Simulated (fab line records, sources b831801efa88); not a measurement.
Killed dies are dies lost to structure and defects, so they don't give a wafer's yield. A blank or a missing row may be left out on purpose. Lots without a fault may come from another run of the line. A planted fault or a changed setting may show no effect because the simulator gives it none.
Which tool did it? | flow gf180mcu | 13 lots, 39 wafers sampled, at 7 steps of a route of 602

WHAT THE GAUGES READ, wafer by wafer
GF_STI_BOW_MEAS_00. Usual: INCOMING_BOW 0 um, standard deviation 6.
lot  | measured    | on            | INCOMING_BOW (um) | flag
L500 | day 1 20:00 | film_metro-01 | -1 -4 -1          |
L501 | day 2 01:01 | film_metro-04 | -5 -3 4           |
L502 | day 2 06:00 | film_metro-01 | 4 10 -11          |
L506 | day 3 02:00 | film_metro-01 | 0 3 10            |
L507 | day 3 07:00 | film_metro-04 | 0 -2 -2           |
L510 | day 3 22:00 | film_metro-01 | -9 -2 1           |
L511 | day 4 03:04 | film_metro-02 | 2 -8 6            |
L512 | day 4 08:00 | film_metro-04 | -1 2 7            |
L516 | day 5 04:00 | film_metro-04 | 1 -2 8            |
L517 | day 5 09:00 | film_metro-01 | 2 -2 3            |
L518 | day 5 14:00 | film_metro-01 | 4 18 -4           |
L520 | day 6 00:01 | film_metro-01 | -1 -6 10          |
L521 | day 6 05:02 | film_metro-04 | 0 -6 2            |

GF_VT_IMPLANT_OVL_MEAS_18. Usual: VT_IMPLANT_01_OVL 0.0 nm, standard deviation 1.2.
lot  | measured     | on         | VT_IMPLANT_01_OVL (nm) | flag
L500 | day 6 22:43  | overlay-02 | -1.7 0.8 0.4           |
L501 | day 7 06:58  | overlay-02 | 1.2 0.9 0.3            |
L502 | day 7 11:20  | overlay-01 | -0.2 0.2 -0.3          |
L506 | day 8 10:34  | overlay-01 | -0.2 -1.9 0.4          |
L507 | day 8 17:49  | overlay-01 | 0.9 0.3 0.8            |
L510 | day 9 09:05  | overlay-02 | - - -                  | OFF
L511 | day 9 15:50  | overlay-01 | - - -                  | OFF
L512 | day 9 22:13  | overlay-01 | - - -                  | OFF
L516 | day 11 00:28 | overlay-01 | 1.2 -0.5 0.0           |
L517 | day 11 05:19 | overlay-02 | -1.8 -0.2 -1.4         |
L518 | day 11 11:53 | overlay-01 | 2.9 0.8 0.5            |
L520 | day 12 00:14 | overlay-02 | 1.0 1.8 0.6            |
L521 | day 12 05:23 | overlay-01 | -1.3 -1.8 0.6          |

GF_VT_IMPLANT_TW_MEAS_32. Usual: VT_IMPLANT_3_TW 268, standard deviation 3.5.
lot  | measured     | on            | VT_IMPLANT_3_TW | flag
L500 | day 7 15:09  | film_metro-03 | 271 272 273     |
L501 | day 7 23:11  | film_metro-02 | 270 268 268     |
L502 | day 8 03:10  | film_metro-01 | 262 262 262     |
L506 | day 9 03:40  | film_metro-02 | 270 269 270     |
L507 | day 9 10:57  | film_metro-01 | 266 265 266     |
L510 | day 10 02:45 | film_metro-03 | 1229 1230 1227  | OFF
L511 | day 10 09:59 | film_metro-01 | 1195 1190 1200  | OFF
L512 | day 10 16:19 | film_metro-01 | 1194 1191 1206  | OFF
L516 | day 11 19:45 | film_metro-01 | 266 266 268     |
L517 | day 12 00:24 | film_metro-02 | 269 269 269     |
L518 | day 12 06:55 | film_metro-02 | 269 268 269     |
L520 | day 12 20:07 | film_metro-01 | 267 266 267     |
L521 | day 13 01:26 | film_metro-03 | 271 271 273     |

GF_VT_IMPLANT_TW_MEAS_43. Usual: VT_IMPLANT_4_TW 692, standard deviation 8.2.
lot  | measured     | on            | VT_IMPLANT_4_TW | flag
L500 | day 8 07:24  | film_metro-03 | 706 703 702     |
L501 | day 8 15:17  | film_metro-02 | 684 689 691     |
L502 | day 8 19:42  | film_metro-02 | 689 691 691     |
L506 | day 9 21:21  | film_metro-02 | 693 693 696     |
L507 | day 10 04:54 | film_metro-01 | 684 682 680     |
L510 | day 10 21:00 | film_metro-03 | 1301 1287 1298  | OFF
L511 | day 11 04:17 | film_metro-01 | 1263 1266 1265  | OFF
L512 | day 11 11:03 | film_metro-02 | 1270 1281 1281  | OFF
L516 | day 12 15:27 | film_metro-02 | 690 691 694     |
L517 | day 12 19:48 | film_metro-01 | 685 684 686     |
L518 | day 13 02:36 | film_metro-02 | 685 694 691     |
L520 | day 13 16:07 | film_metro-02 | 691 692 695     |
L521 | day 13 21:53 | film_metro-03 | 700 699 702     |

GF_DUAL_GATE_THK_MEAS_03. Usual: DUAL_GATE_OXIDATION_00_THK 10.90 nm, standard deviation 0.19.
lot  | measured     | on            | DUAL_GATE_OXIDATION_00_THK (nm) | flag
L500 | day 8 09:44  | film_metro-02 | 10.79 10.66 10.65               |
L501 | day 8 17:36  | film_metro-04 | 10.59 10.49 10.59               |
L502 | day 8 22:38  | film_metro-02 | 10.92 10.83 10.70               |
L506 | day 10 01:52 | film_metro-02 | 10.64 10.68 10.68               |
L507 | day 10 07:14 | film_metro-02 | 10.86 10.87 10.93               |
L516 | day 12 17:51 | film_metro-04 | 10.95 11.09 10.98               |
L517 | day 12 23:08 | film_metro-02 | 10.96 10.87 10.92               |
L518 | day 13 06:08 | film_metro-01 | 11.02 11.11 10.86               |
L520 | day 13 18:32 | film_metro-04 | 11.04 11.04 10.88               |
L521 | day 14 00:12 | film_metro-01 | 10.80 10.86 10.68               |

GF_HV_LDD_CD_MEAS_31: target cd 400 nm. Usual: cd_nm 400.3 nm, standard deviation 2.5.
lot  | measured     | on        | cd_nm (nm)        | flag
L500 | day 12 11:05 | cd_sem-01 | 399.4 399.3 397.9 |
L501 | day 12 15:51 | cd_sem-01 | 400.8 401.7 398.8 |
L502 | day 12 22:23 | cd_sem-01 | 399.7 397.1 398.9 |
L506 | day 14 09:08 | cd_sem-01 | 400.0 400.6 402.1 |
L507 | day 14 15:20 | cd_sem-02 | 402.2 402.4 401.8 |
L516 | day 17 11:32 | cd_sem-01 | 400.0 401.3 398.8 |
L517 | day 17 17:11 | cd_sem-02 | 398.2 398.1 401.3 |
L518 | day 17 22:32 | cd_sem-01 | 404.7 403.9 402.8 |
L520 | day 18 15:33 | cd_sem-01 | 401.4 399.6 401.1 |
L521 | day 18 20:12 | cd_sem-02 | 399.0 401.7 400.9 |

WHICH TOOL RAN EACH LOT (tool, then ch and the chambers of the sampled wafers, then the start)
lot  | GF_VT_IMPLANT_COAT_13
L500 | litho_track-04 ch 0, day 6 14:55
L501 | litho_track-02 ch 0, day 6 22:55
L502 | litho_track-03 ch 0, day 7 03:13
L506 | litho_track-04 ch 0, day 8 01:49
L507 | litho_track-04 ch 0, day 8 09:28
L510 | litho_track-04, day 9 00:25
L511 | litho_track-03, day 9 07:05
L512 | litho_track-03, day 9 12:55
L516 | litho_track-03 ch 0, day 10 14:58
L517 | litho_track-03 ch 0, day 10 20:10
L518 | litho_track-02 ch 0, day 11 02:17
L520 | litho_track-04 ch 0, day 11 14:41
L521 | litho_track-04 ch 0, day 11 20:10
- GF_VT_IMPLANT_COAT_13: resist thk 1000 nm.

WHAT THE TOOLS THEMSELVES READ (means of the sampled wafers that have a number; where no wafer has one, the mark that the record gives instead)
GF_VT_IMPLANT_COAT_13. Usual: chill_plate_temp_C 22.98 C, standard deviation 0.1; dispense_pressure_kPa 50.0 kPa, standard deviation 0.74; resist_line_temp_C 22.98 C, standard deviation 0.1.
lot  | tool           | chill_plate_temp_C (C) | dispense_pressure_kPa (kPa) | resist_line_temp_C (C) | flag
L500 | litho_track-04 | 23.04                  | 49.3                        | 22.90                  |
L501 | litho_track-02 | 22.92                  | 51.1                        | 22.88                  |
L502 | litho_track-03 | 23.06                  | 50.3                        | 22.87                  |
L506 | litho_track-04 | 22.93                  | 49.3                        | 22.97                  |
L507 | litho_track-04 | 22.91                  | 49.3                        | 23.10                  |
L510 | litho_track-04 | -                      | -                           | -                      | OFF
L511 | litho_track-03 | -                      | -                           | -                      | OFF
L512 | litho_track-03 | -                      | -                           | -                      | OFF
L516 | litho_track-03 | 23.06                  | 50.3                        | 23.06                  |
L517 | litho_track-03 | 23.04                  | 50.3                        | 22.91                  |
L518 | litho_track-02 | 22.93                  | 51.1                        | 23.11                  |
L520 | litho_track-04 | 23.05                  | 49.3                        | 23.07                  |
L521 | litho_track-04 | 23.11                  | 49.3                        | 22.90                  |

THE ANSWER, worked out from the rows above alone
Rule: a lot is off if the mean of its wafers that have a number lies more than 3 standard deviations from the usual mean. A lot without any number at a reading at which 4 lots or more have one is off too. The other lots that the step has rows for count as sound. The gauges are gone through in route order, then the tools' own readings, and for those a lot's mean is taken as printed above. The first step at which some lot is off is used, and at that step the reading that is off furthest; a lot without a number counts as furthest.
Off: L510, L511, L512, at GF_VT_IMPLANT_OVL_MEAS_18 (VT_IMPLANT_01_OVL). Without a number there: L510, L511, L512.
A tool fits if, at a process step before that reading, it ran every lot that is off, and no sound lot after the first of them. The gauges at GF_VT_IMPLANT_OVL_MEAS_18 aren't tried: what is off there is off at GF_VT_IMPLANT_TW_MEAS_32 too, on other tools, and a gauge's error can't cause that. None of those tried fits.

WHAT THE SIMULATOR HAD PUT IN
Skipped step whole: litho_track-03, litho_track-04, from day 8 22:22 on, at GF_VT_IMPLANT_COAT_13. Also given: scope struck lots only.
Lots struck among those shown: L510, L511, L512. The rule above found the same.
